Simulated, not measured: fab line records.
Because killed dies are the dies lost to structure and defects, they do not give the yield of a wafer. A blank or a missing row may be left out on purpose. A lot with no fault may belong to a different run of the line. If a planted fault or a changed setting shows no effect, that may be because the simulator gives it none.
fab line records	flow sky130
record lots=11	wafers=33	last-day=50
route steps=708 shown METAL3@532 CAP2M@617 METAL5@676 PAD_OPEN@708
lots with no fault: from the same line, run without faults
start-h: hours from the record's opening day to when the first of the lot's shown wafers began	wait-h: hours elapsed since this lot's preceding step	" repeats the value in the row above	L1.1+2: one row covering several wafers at once	- either no value or no given start	* or withheld: withheld	< > ~ a bound
route shown NAME@n: a module of which the file shows steps, and the number in the route of the first	usual: mean/standard deviation taken from wafers without a fault	same: alike in all rows	chamber/n: place in a boat	sites: readings site by site	_std_site: the standard deviation of these	_edge_site: inner sites' mean taken away from outer sites' mean	radius-mm: how far each site lies from the wafer's centre	mask NAME#n: copy n	behind: the tool/chamber that last shaped the wafer	hold: why the lot was held/for how many hours/how that ended	device: which transistor (n, p or np) failed to switch	end of line: tests run on the same wafers once the route is complete	a step without rows: its recipe alone	killed: at the first sort, the dies lost to defects and structure; wafer yield is something else	map: a wafer's dies, marking killed ones x, the rest . and places with no die _
set.NAME: setting as actually run; set.NAME@STEP: the setting as run at that earlier step	model.NAME: the simulator's own value behind a step, which no gauge read
a sample of lots followed through the steps of the route, with each step as a table and each wafer as a row
services: from which hour (start-h, from the record's first day; less than 0 if before it) a tool's chamber was out of use, for how many hours, and why
## steps
# step SKY_METAL3_SPUTTER_00
# recipe material=Ti	target-thk-nm=15	power-w=3000	time-s=10	chamber-pressure-pa=0.4
# usual throttle-valve-pct=29.6/1
lot.wafer	tool	chamber	start-h	wait-h	throttle-valve-pct
L866.3	pvd-sputter-02	-	849.90	0.1	30.3
L866.4	"	-	"	"	30.8
L866.5	"	-	"	"	30.2
L867.4	pvd-sputter-02	-	850.93	0.1	30.9
L867.5	"	-	"	"	30.6
L867.6	"	-	"	"	29.3
L868.1	pvd-sputter-01	-	858.52	0.2	29.7
L868.2	"	-	"	"	30.2
L868.4	"	-	"	"	28.3
L869.4	pvd-sputter-04	-	872.50	0.1	31.1
L869.5	"	-	"	"	28.8
L869.6	"	-	"	"	29.8
L870.2	pvd-sputter-02	-	881.76	0.2	28.9
L870.5	"	-	"	"	30.5
L870.6	"	-	"	"	30.9
L872.1	pvd-sputter-01	-	890.02	0.2	27.6
L872.2	"	-	"	"	28.1
L872.6	"	-	"	"	27.5
L871.1	pvd-sputter-02	-	893.49	0.1	30.5
L871.2	"	-	"	"	29.1
L871.4	"	-	"	"	29.5
L879.1	pvd-sputter-04	-	984.13	0.1	30.2
L879.3	"	-	"	"	29.1
L879.6	"	-	"	"	30.2
L880.2	pvd-sputter-02	-	986.71	0.2	30.5
L880.3	"	-	"	"	30.9
L880.6	"	-	"	"	30.7
L884.1	pvd-sputter-01	-	994.02	0.1	29.8
L884.3	"	-	"	"	28.1
L884.6	"	-	"	"	28.2
L885.2	pvd-sputter-01	-	998.97	0.2	30.1
L885.4	"	-	"	"	27.6
L885.6	"	-	"	"	29.5
# step SKY_METAL3_OVL_MEAS_14
# usual METAL3_OVL=1/5
lot.wafer	tool	chamber	start-h	wait-h	METAL3_OVL[nm]
L866.3	overlay-01	-	902.94	0.1	-7
L866.4	"	-	"	"	-9
L866.5	"	-	"	"	1
L867.4	overlay-01	-	903.22	0.1	5
L867.5	"	-	"	"	0
L867.6	"	-	"	"	-5
L868.1	overlay-02	-	910.84	0.1	1
L868.2	"	-	"	"	-7
L868.4	"	-	"	"	-4
L869.4	overlay-02	-	924.93	0.1	12
L869.5	"	-	"	"	8
L869.6	"	-	"	"	6
L870.2	overlay-02	-	934.88	0.1	0
L870.5	"	-	"	"	2
L870.6	"	-	"	"	-1
L872.1	overlay-02	-	941.75	0.1	7
L872.2	"	-	"	"	-4
L872.6	"	-	"	"	-8
L871.1	overlay-02	-	945.19	0.1	0
L871.2	"	-	"	"	0
L871.4	"	-	"	"	6
L879.1	overlay-02	-	1030.96	0.1	-2
L879.3	"	-	"	"	6
L879.6	"	-	"	"	-5
L880.2	overlay-01	-	1032.82	0.1	2
L880.3	"	-	"	"	10
L880.6	"	-	"	"	-3
L884.1	overlay-02	-	1039.81	0.1	8
L884.3	"	-	"	"	8
L884.6	"	-	"	"	3
L885.2	overlay-01	-	1045.47	0.1	-1
L885.4	"	-	"	"	-2
L885.6	"	-	"	"	-7
# step SKY_CAP2M_STRIP_14
# recipe chemistry=O2/N2	power-w=1400	pressure-mtorr=1500	platen-temp-c=withheld	o2-flow-sccm=3000	n2-flow-sccm=300	overash-fraction=0.5
# usual drypump-motor-current-A=6.11/0.29	oes-product-au=0.710/0.0047	strip-time-to-endpoint-s=12.67/0.045
# same overash-fraction=0.5
lot.wafer	tool	chamber	start-h	wait-h	drypump-motor-current-A	oes-product-au	rf-hours-counter-h	strip-time-to-endpoint-s
L866.3	plasma-asher-01	1	956.55	0.1	6.42	0.706	-	12.71
L866.4	"	0	"	"	6.26	0.712	-	12.70
L866.5	"	0	"	"	6.27	0.711	-	12.75
L867.4	plasma-asher-02	1	956.85	0.1	6.19	0.707	-	12.66
L867.5	"	0	"	"	5.85	0.703	-	12.71
L867.6	"	1	"	"	6.17	0.719	-	12.67
L868.1	plasma-asher-01	1	963.65	0.1	6.36	0.713	85	12.75
L868.2	"	0	"	"	6.26	0.708	85	12.70
L868.4	"	1	"	"	6.37	0.702	-	12.75
L869.4	plasma-asher-03	1	977.60	0.1	6.35	0.702	-	12.67
L869.5	"	1	"	"	6.36	0.707	-	12.68
L869.6	"	0	"	"	5.64	0.701	-	12.68
L870.2	plasma-asher-01	1	986.90	0.1	6.39	0.712	87	12.60
L870.5	"	1	"	"	6.42	0.713	-	12.66
L870.6	"	0	"	"	6.27	0.702	-	12.65
L872.1	plasma-asher-01	1	992.66	0.1	6.42	0.715	88	12.71
L872.2	"	0	"	"	6.27	0.719	88	12.73
L872.6	"	0	"	"	6.26	0.719	-	12.67
L871.1	plasma-asher-02	0	996.06	0.1	5.87	0.709	114	12.68
L871.2	"	1	"	"	6.17	0.704	114	12.68
L871.4	"	0	"	"	5.87	0.707	-	12.66
L879.1	plasma-asher-03	0	1076.80	0.1	5.65	0.713	67	12.70
L879.3	"	1	"	"	6.34	0.711	-	12.75
L879.6	"	1	"	"	6.39	0.703	-	12.74
L880.2	plasma-asher-03	1	1078.41	0.1	6.37	0.710	67	12.66
L880.3	"	0	"	"	5.67	0.710	-	12.57
L880.6	"	0	"	"	5.64	0.713	-	12.63
L884.1	plasma-asher-02	0	1085.56	0.1	5.83	0.709	2	12.62
L884.3	"	0	"	"	5.83	0.710	-	12.61
L884.6	"	0	"	"	5.85	0.707	-	12.61
L885.2	plasma-asher-02	1	1090.45	0.1	6.17	0.710	3	12.55
L885.4	"	1	"	"	6.17	0.706	-	12.54
L885.6	"	0	"	"	5.83	0.704	-	12.60
# step SKY_METAL5_METAL_ETCH_15
# recipe target-depth-a=12600	stop-on=SiO2	over-etch-frac=0.2	time-s=252	chemistry=Cl2/BCl3	resist-sidewall-deg=86	pressure-mtorr=10	icp-w=900	bias-w=48.5	Cl2_flow_sccm=60	bcl3-flow-sccm=30
# usual drypump-motor-current-A=5.9/0.31	oes-product-au=0.894/0.0047	throttle-valve-pct=22.265/0.0095
lot.wafer	tool	chamber	start-h	wait-h	drypump-motor-current-A	oes-product-au	rf-hours-counter-h	throttle-valve-pct
L867.4	rie-metal-04	1	1029.91	0.1	6.3	0.889	-	22.266
L867.5	"	1	"	"	6.3	0.901	-	22.259
L867.6	"	0	"	"	6.1	0.893	-	22.271
L866.3	rie-metal-01	0	1030.51	0.1	5.5	0.890	-	22.277
L866.4	"	1	"	"	6.2	0.894	-	22.264
L866.5	"	0	"	"	5.5	0.889	-	22.270
L868.1	rie-metal-02	0	1035.97	0.0	5.9	0.887	20	22.277
L868.2	"	1	"	"	5.5	0.889	14	22.252
L868.4	"	1	"	"	5.5	0.904	-	22.251
L869.4	rie-metal-04	0	1048.79	0.3	6.1	0.894	-	22.257
L869.5	"	0	"	"	6.1	0.902	-	22.262
L869.6	"	0	"	"	6.1	0.896	-	22.264
L870.2	rie-metal-01	0	1057.49	0.0	5.5	0.897	19	22.274
L870.5	"	0	"	"	5.5	0.885	-	22.292
L870.6	"	1	"	"	6.2	0.898	-	22.271
L872.1	rie-metal-04	0	1063.19	0.0	6.1	0.889	18	22.256
L872.2	"	1	"	"	6.3	0.886	15	22.262
L872.6	"	0	"	"	6.1	0.889	-	22.265
L871.1	rie-metal-02	1	1066.31	0.1	5.5	0.896	16	22.277
L871.2	"	1	"	"	5.5	0.903	-	22.265
L871.4	"	1	"	"	5.5	0.898	-	22.261
L879.1	rie-metal-02	1	1139.09	0.0	5.6	0.890	23	22.262
L879.3	"	0	"	"	5.9	0.897	-	22.267
L879.6	"	0	"	"	5.9	0.892	-	22.261
L880.2	rie-metal-04	0	1140.34	0.0	6.1	0.900	25	22.244
L880.3	"	0	"	"	6.1	0.901	-	22.250
L880.6	"	1	"	"	6.3	0.887	-	22.272
L884.1	rie-metal-01	1	1146.89	0.0	6.2	0.892	14	22.274
L884.3	"	0	"	"	5.5	0.890	-	22.248
L884.6	"	1	"	"	6.2	0.890	-	22.252
L885.2	rie-metal-02	1	1151.04	0.0	5.5	0.902	24	22.270
L885.4	"	1	"	"	5.5	0.896	-	22.272
L885.6	"	1	"	"	5.5	0.899	-	22.264
# step SKY_PAD_OPEN_PROBE_99
# usual defect-limited-yield=82.6/2	killed_at_M0_to_M3=43/7.3	killed_at_M4_up=3.4/1.7	killed-at-contacts=24/4.5	killed-at-front-end=16/4.4	killed-at-other=0.2/0.51	killed-dies=86/9.7	killed-open=46/6.6	killed-short=39/7.1	sort_bin_3_pad_short=0.9/0.45	sort_bin_5_function=10.4/1.4	sort_bin_6_memory=6.2/1.2	sort-n-pass=406/9.7	sort-yield-pct=82.6/2
# same gross-dies=492	killed-at-back-side=0	sort_bin_4_leakage[%]=0	sort_bin_8_speed[%]=0
lot.wafer	tool	chamber	start-h	wait-h	hold	defect-limited-yield[%]	killed_at_M0_to_M3	killed_at_M4_up	killed-at-contacts	killed-at-front-end	killed-at-other	killed-dies	killed-open	killed-short	sort_bin_3_pad_short[%]	sort_bin_5_function[%]	sort_bin_6_memory[%]	sort-n-pass	sort-yield-pct[%]
L867.4	prober-01	-	1076.83	0.2	-	85.2	27	5	19	22	0	73	43	30	0.8	9.3	4.7	419	85.2
L867.5	prober-01	-	1076.88	0.2	-	80.7	52	3	24	16	0	95	48	46	1.6	11.2	6.5	397	80.7
L867.6	prober-01	-	1076.93	0.2	-	83.9	40	4	19	16	0	79	50	28	0.6	10.4	5.1	413	83.9
L866.3	prober-02	-	1077.65	0.2	-	83.9	41	2	25	11	0	79	43	36	0.8	9.3	5.9	413	83.9
L866.4	prober-02	-	1077.70	0.2	-	82.3	48	3	20	16	0	87	48	39	1.4	10.4	5.9	405	82.3
L866.5	prober-02	-	1077.75	0.2	-	80.7	34	5	41	15	0	95	60	35	0.4	11.8	7.1	397	80.7
L868.1	prober-01	-	1082.97	0.1	-	80.3	55	2	27	13	0	97	53	44	0.4	10.0	9.3	395	80.3
L868.2	prober-01	-	1083.02	0.1	-	81.1	55	1	22	15	0	93	52	41	0.6	11.4	6.9	399	81.1
L868.4	prober-01	-	1083.12	0.2	-	79.3	53	4	32	12	1	102	54	48	1.0	11.8	7.9	390	79.3
L869.4	prober-01	-	1095.22	0.2	-	83.1	41	2	25	15	0	83	51	32	0.4	11.4	5.1	409	83.1
L869.5	prober-01	-	1095.27	0.2	-	80.3	50	3	27	17	0	97	54	43	1.0	12.8	5.9	395	80.3
L869.6	prober-01	-	1095.32	0.2	-	81.5	51	3	24	13	0	91	51	40	1.0	11.2	6.3	401	81.5
L870.2	prober-01	-	1101.59	0.1	-	82.7	39	3	24	19	0	85	46	38	0.4	12.8	4.1	407	82.7
L870.5	prober-01	-	1101.74	0.2	-	85.8	40	0	19	11	0	70	40	30	0.4	7.3	6.5	422	85.8
L870.6	prober-01	-	1101.79	0.2	-	81.3	40	4	31	17	0	92	51	41	1.2	8.3	9.1	400	81.3
L872.1	prober-01	-	1106.73	0.1	-	83.1	51	3	22	7	0	83	45	38	0.6	9.1	7.1	409	83.1
L872.2	prober-01	-	1106.78	0.1	-	82.3	44	6	26	11	0	87	52	35	1.4	8.7	7.5	405	82.3
L872.6	prober-01	-	1106.98	0.2	-	80.1	47	7	21	23	0	98	59	39	0.8	11.8	7.3	394	80.1
L871.1	prober-01	-	1109.56	0.1	-	79.9	45	2	31	18	3	99	51	48	1.6	10.6	7.9	393	79.9
L871.2	prober-01	-	1109.61	0.1	-	85.6	34	1	16	20	0	71	44	27	0.8	8.9	4.7	421	85.6
L871.4	prober-01	-	1109.71	0.2	-	80.5	51	3	28	14	0	96	54	42	1.2	10.0	8.3	396	80.5
L879.1	prober-01	-	1178.96	0.1	await-dispo/10.6h/release	72.4	49	4	23	18	42	136	46	45	1.8	18.3	7.5	356	72.4
L879.3	prober-01	-	1179.06	0.2	await-dispo/10.6h/release	70.7	50	7	28	20	39	144	57	46	3.3	16.3	9.8	348	70.7
L879.6	prober-01	-	1179.21	0.2	await-dispo/10.6h/release	74.2	42	8	23	15	39	127	40	47	1.4	18.3	6.1	365	74.2
L880.2	prober-01	-	1182.01	0.1	await-dispo/3.9h/release	71.1	52	9	21	15	45	142	42	55	4.1	17.1	7.7	350	71.1
L880.3	prober-01	-	1182.06	0.2	await-dispo/3.9h/release	72.0	46	5	26	14	47	138	57	35	1.2	19.1	7.7	354	72.0
L880.6	prober-01	-	1182.21	0.2	await-dispo/3.9h/release	77.6	43	1	11	13	42	110	30	38	1.8	14.8	5.7	382	77.6
L884.1	prober-01	-	1186.39	0.1	-	80.5	44	5	28	19	0	96	53	43	0.6	12.0	6.9	396	80.5
L884.3	prober-01	-	1186.49	0.2	-	85.4	37	4	21	10	0	72	39	32	0.4	8.9	5.3	420	85.4
L884.6	prober-01	-	1186.64	0.2	-	82.5	46	4	23	13	0	86	55	31	0.4	10.6	6.5	406	82.5
L885.2	prober-01	-	1190.95	0.1	-	85.4	44	4	14	10	0	72	40	32	0.8	9.3	4.5	420	85.4
L885.4	prober-01	-	1191.05	0.2	-	85.0	35	3	20	16	0	74	46	27	0.8	8.9	5.3	418	85.0
L885.6	prober-01	-	1191.15	0.2	-	81.9	40	5	27	15	2	89	41	48	0.6	10.8	6.7	403	81.9
# killed by level:class
L867.4 CONTACT:geometric-particle:open=11 VIA1:geometric-particle:open=9 FIELD_ISO:geometric-particle:open=6 FIELD_ISO:geometric-particle:short=5 POLY_GATE:geometric-particle:short=5 CONTACT:geometric-particle:short=5 VIA2:geometric-particle:open=5 VIA3:geometric-particle:open=4
L867.5 VIA1:geometric-particle:open=10 CONTACT:geometric-particle:short=8 METAL1:geometric-particle:short=7 CONTACT:geometric-particle:open=7 VIA2:geometric-particle:short=7 VIA3:geometric-particle:open=7 FIELD_ISO:geometric-particle:open=6 VIA1:geometric-particle:short=5
L867.6 VIA1:geometric-particle:open=11 CONTACT:geometric-particle:open=9 VIA2:geometric-particle:open=8 VIA3:geometric-particle:short=6 FIELD_ISO:geometric-particle:open=5 CONTACT:geometric-particle:short=5 VIA3:geometric-particle:open=5 LI_CONTACT:geometric-particle:open=4
L866.3 CONTACT:geometric-particle:short=9 VIA1:geometric-particle:open=9 VIA2:geometric-particle:open=7 VIA3:geometric-particle:open=7 LOCAL_INTERCONNECT:geometric-particle:short=6 CONTACT:geometric-particle:open=5 METAL1:geometric-particle:short=5 FIELD_ISO:geometric-particle:open=4
L866.4 VIA1:geometric-particle:open=12 CONTACT:geometric-particle:open=9 METAL2:geometric-particle:short=8 VIA3:geometric-particle:open=6 METAL1:geometric-particle:short=5 CONTACT:geometric-particle:short=5 VIA1:geometric-particle:short=5 VIA2:geometric-particle:open=5
L866.5 CONTACT:geometric-particle:open=15 LI_CONTACT:geometric-particle:open=12 VIA1:geometric-particle:open=9 CONTACT:geometric-particle:short=6 VIA2:geometric-particle:open=6 LI_CONTACT:geometric-particle:short=5 FIELD_ISO:geometric-particle:open=4 METAL2:geometric-particle:short=4
L868.1 VIA1:geometric-particle:open=15 LI_CONTACT:geometric-particle:open=11 CONTACT:geometric-particle:open=10 METAL2:geometric-particle:short=9 VIA1:geometric-particle:short=7 VIA3:geometric-particle:open=6 POLY_GATE:geometric-particle:short=5 METAL1:geometric-particle:short=5
L868.2 VIA1:geometric-particle:open=16 CONTACT:geometric-particle:open=11 VIA2:geometric-particle:open=10 VIA1:geometric-particle:short=9 VIA3:geometric-particle:open=5 POLY_GATE:geometric-particle:short=4 LI_CONTACT:geometric-particle:open=4 CONTACT:geometric-particle:short=4
L868.4 VIA2:geometric-particle:open=15 VIA1:geometric-particle:open=12 LI_CONTACT:geometric-particle:open=9 VIA1:geometric-particle:short=8 CONTACT:geometric-particle:short=6 LI_CONTACT:geometric-particle:short=6 POLY_GATE:geometric-particle:short=5 CONTACT:geometric-particle:open=5
L869.4 CONTACT:geometric-particle:open=9 VIA3:geometric-particle:open=9 VIA2:geometric-particle:open=9 LI_CONTACT:geometric-particle:open=7 VIA1:geometric-particle:open=6 METAL2:geometric-particle:short=6 FIELD_ISO:geometric-particle:open=5 POLY_GATE:geometric-particle:short=5
L869.5 VIA1:geometric-particle:open=13 LI_CONTACT:geometric-particle:open=8 VIA3:geometric-particle:open=8 CONTACT:geometric-particle:short=7 CONTACT:geometric-particle:open=7 METAL2:geometric-particle:short=6 VIA2:geometric-particle:short=5 VIA2:geometric-particle:open=5
L869.6 VIA1:geometric-particle:open=12 VIA3:geometric-particle:open=10 VIA2:geometric-particle:open=9 CONTACT:geometric-particle:open=7 LI_CONTACT:geometric-particle:open=6 POLY_GATE:geometric-particle:short=5 LI_CONTACT:geometric-particle:short=5 CONTACT:geometric-particle:short=5
L870.2 CONTACT:geometric-particle:open=12 VIA1:geometric-particle:open=7 LI_CONTACT:geometric-particle:open=6 VIA1:geometric-particle:short=6 POLY_GATE:geometric-particle:open=5 CONTACT:geometric-particle:short=5 METAL1:geometric-particle:short=5 VIA3:geometric-particle:open=5
L870.5 VIA1:geometric-particle:open=13 CONTACT:geometric-particle:open=8 CONTACT:geometric-particle:short=6 METAL1:geometric-particle:short=5 VIA1:geometric-particle:short=5 LI_CONTACT:geometric-particle:open=4 VIA2:geometric-particle:open=4 METAL2:geometric-particle:short=4
L870.6 CONTACT:geometric-particle:open=10 VIA1:geometric-particle:open=10 LI_CONTACT:geometric-particle:open=8 METAL1:geometric-particle:short=6 VIA3:geometric-particle:open=5 LI_CONTACT:geometric-particle:short=4 CONTACT:geometric-particle:short=4 METAL2:geometric-particle:short=4
L872.1 VIA1:geometric-particle:open=12 CONTACT:geometric-particle:open=9 VIA3:geometric-particle:open=8 VIA2:geometric-particle:open=7 METAL2:geometric-particle:short=6 LI_CONTACT:geometric-particle:open=5 METAL1:geometric-particle:short=5 LI_CONTACT:geometric-particle:short=4
L872.2 CONTACT:geometric-particle:open=11 VIA2:geometric-particle:open=11 VIA1:geometric-particle:open=10 VIA1:geometric-particle:short=7 LI_CONTACT:geometric-particle:open=6 LOCAL_INTERCONNECT:geometric-particle:short=5 METAL1:geometric-particle:short=4 VIA3:geometric-particle:open=4
L872.6 VIA2:geometric-particle:open=11 VIA1:geometric-particle:open=11 CONTACT:geometric-particle:open=9 VIA3:geometric-particle:open=7 METAL4:geometric-particle:short=6 FIELD_ISO:geometric-particle:open=5 METAL3:geometric-particle:short=5 SPACER:geometric-particle:open=4
L871.1 CONTACT:geometric-particle:open=14 VIA2:geometric-particle:open=11 METAL2:geometric-particle:short=8 LI_CONTACT:geometric-particle:open=6 VIA1:geometric-particle:open=6 LOCAL_INTERCONNECT:geometric-particle:short=5 CONTACT:geometric-particle:short=5 FIELD_ISO:geometric-particle:open=4
L871.2 VIA2:geometric-particle:open=9 FIELD_ISO:geometric-particle:short=8 CONTACT:geometric-particle:open=8 FIELD_ISO:geometric-particle:open=5 VIA1:geometric-particle:open=5 LI_CONTACT:geometric-particle:open=4 VIA3:geometric-particle:short=4 POLY_GATE:geometric-particle:open=3
L871.4 VIA1:geometric-particle:open=10 VIA2:geometric-particle:open=10 VIA1:geometric-particle:short=9 CONTACT:geometric-particle:open=8 LI_CONTACT:geometric-particle:open=7 METAL2:geometric-particle:short=6 LI_CONTACT:geometric-particle:short=5 CONTACT:geometric-particle:short=5
L879.1 CAP2M:unspecified=42 VIA1:geometric-particle:open=12 CONTACT:geometric-particle:open=10 METAL2:geometric-particle:short=9 FIELD_ISO:geometric-particle:short=8 VIA1:geometric-particle:short=7 VIA2:geometric-particle:open=7 LI_CONTACT:geometric-particle:open=5
L879.3 CAP2M:unspecified=39 VIA1:geometric-particle:open=12 CONTACT:geometric-particle:open=10 LI_CONTACT:geometric-particle:open=9 VIA3:geometric-particle:open=6 VIA2:geometric-particle:open=6 METAL4:geometric-particle:short=6 FIELD_ISO:geometric-particle:open=5
L879.6 CAP2M:unspecified=39 METAL1:geometric-particle:short=7 VIA2:geometric-particle:open=7 VIA1:geometric-particle:open=7 CONTACT:geometric-particle:open=7 VIA1:geometric-particle:short=7 CONTACT:geometric-particle:short=5 METAL2:geometric-particle:short=5
L880.2 CAP2M:unspecified=45 VIA1:geometric-particle:open=17 METAL2:geometric-particle:short=10 VIA1:geometric-particle:short=8 METAL4:geometric-particle:short=7 POLY_GATE:geometric-particle:short=6 LOCAL_INTERCONNECT:geometric-particle:short=5 LI_CONTACT:geometric-particle:open=4
L880.3 CAP2M:unspecified=46 VIA1:geometric-particle:open=12 CONTACT:geometric-particle:open=11 VIA3:geometric-particle:open=10 VIA1:geometric-particle:short=6 LOCAL_INTERCONNECT:geometric-particle:short=4 CONTACT:geometric-particle:short=4 METAL4:geometric-particle:short=4
L880.6 CAP2M:unspecified=42 METAL1:geometric-particle:short=8 METAL2:geometric-particle:short=8 VIA2:geometric-particle:open=7 VIA1:geometric-particle:short=6 SPACER:geometric-particle:open=4 VIA1:geometric-particle:open=4 FIELD_ISO:geometric-particle:short=3
L884.1 VIA1:geometric-particle:open=12 VIA2:geometric-particle:open=9 LI_CONTACT:geometric-particle:open=8 CONTACT:geometric-particle:short=8 POLY_GATE:geometric-particle:open=6 VIA3:geometric-particle:open=6 CONTACT:geometric-particle:open=6 FIELD_ISO:geometric-particle:short=4
L884.3 CONTACT:geometric-particle:open=11 VIA1:geometric-particle:open=9 VIA1:geometric-particle:short=6 VIA3:geometric-particle:open=6 VIA2:geometric-particle:open=5 POLY_GATE:geometric-particle:short=4 LI_CONTACT:geometric-particle:open=4 CONTACT:geometric-particle:short=4
L884.6 VIA1:geometric-particle:open=11 LI_CONTACT:geometric-particle:open=9 VIA1:geometric-particle:short=7 VIA2:geometric-particle:open=7 VIA3:geometric-particle:open=6 CONTACT:geometric-particle:open=5 FIELD_ISO:geometric-particle:open=4 METAL1:geometric-particle:short=4
L885.2 VIA2:geometric-particle:open=10 VIA1:geometric-particle:short=7 VIA3:geometric-particle:open=7 LI_CONTACT:geometric-particle:open=6 FIELD_ISO:geometric-particle:short=5 METAL1:geometric-particle:short=5 VIA1:geometric-particle:open=5 FIELD_ISO:geometric-particle:open=3
L885.4 VIA2:geometric-particle:open=10 POLY_GATE:geometric-particle:open=7 CONTACT:geometric-particle:open=6 LOCAL_INTERCONNECT:geometric-particle:short=6 VIA1:geometric-particle:open=6 LI_CONTACT:geometric-particle:open=5 VIA1:geometric-particle:short=4 VIA3:geometric-particle:open=4
L885.6 VIA1:geometric-particle:open=10 CONTACT:geometric-particle:open=8 LI_CONTACT:geometric-particle:open=7 FIELD_ISO:geometric-particle:short=5 POLY_GATE:geometric-particle:open=5 VIA1:geometric-particle:short=5 METAL2:geometric-particle:short=5 VIA2:geometric-particle:open=5
## services
tool	chamber	start-h	hours	kind
pvd-sputter-02	-	834.71	1.1	repair
plasma-asher-01	-	861.32	14.2	pm
pvd-sputter-02	-	887.64	3.4	repair
pvd-sputter-01	-	890.77	4.1	repair
plasma-asher-02	-	897.75	12.4	repair
plasma-asher-01	-	902.30	0.4	repair
pvd-sputter-02	-	904.31	11.8	repair
plasma-asher-01	-	912.72	3.7	repair
pvd-sputter-01	-	925.11	1.4	repair
rie-metal-02	-	959.01	0.9	repair
plasma-asher-02	-	964.76	2.7	repair
plasma-asher-01	-	995.79	9.6	repair
pvd-sputter-02	-	997.52	1.9	repair
plasma-asher-02	-	1008.99	0.7	repair
plasma-asher-02	-	1017.11	1.1	repair
pvd-sputter-01	-	1028.70	2.3	repair
plasma-asher-02	-	1033.42	2.4	repair
plasma-asher-02	-	1034.49	0.6	repair
rie-metal-04	1	1048.17	2.6	repair
plasma-asher-02	-	1055.25	9.0	pm
rie-metal-04	0	1056.61	1.1	repair
plasma-asher-02	-	1057.98	2.5	repair
plasma-asher-01	-	1084.12	15.0	repair
plasma-asher-01	-	1099.07	2.8	pm
## key
first-sign step=SKY_PAD_OPEN_PROBE_99	reading=killed-at-other	direction=up	sigmas=42	usual=0.2	struck=42.3
effect step=SKY_PAD_OPEN_PROBE_99	reading=killed-dies	direction=up	sigmas=4.8	usual=86	struck=133
met-at SKY_CAP2M_STRIP_14
struck-lots L879,L880
not-acting-at SKY_METAL3_SPUTTER_00,SKY_METAL3_OVL_MEAS_14,SKY_METAL5_METAL_ETCH_15
onset-between 977.60 1076.80
fault kind=chamber-particle-source	tool=plasma-asher-03	chamber=-	onset-h=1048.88	steps=SKY_CAP2M_STRIP_14	rate-per-visit-cm2=0.41796	end-h=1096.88
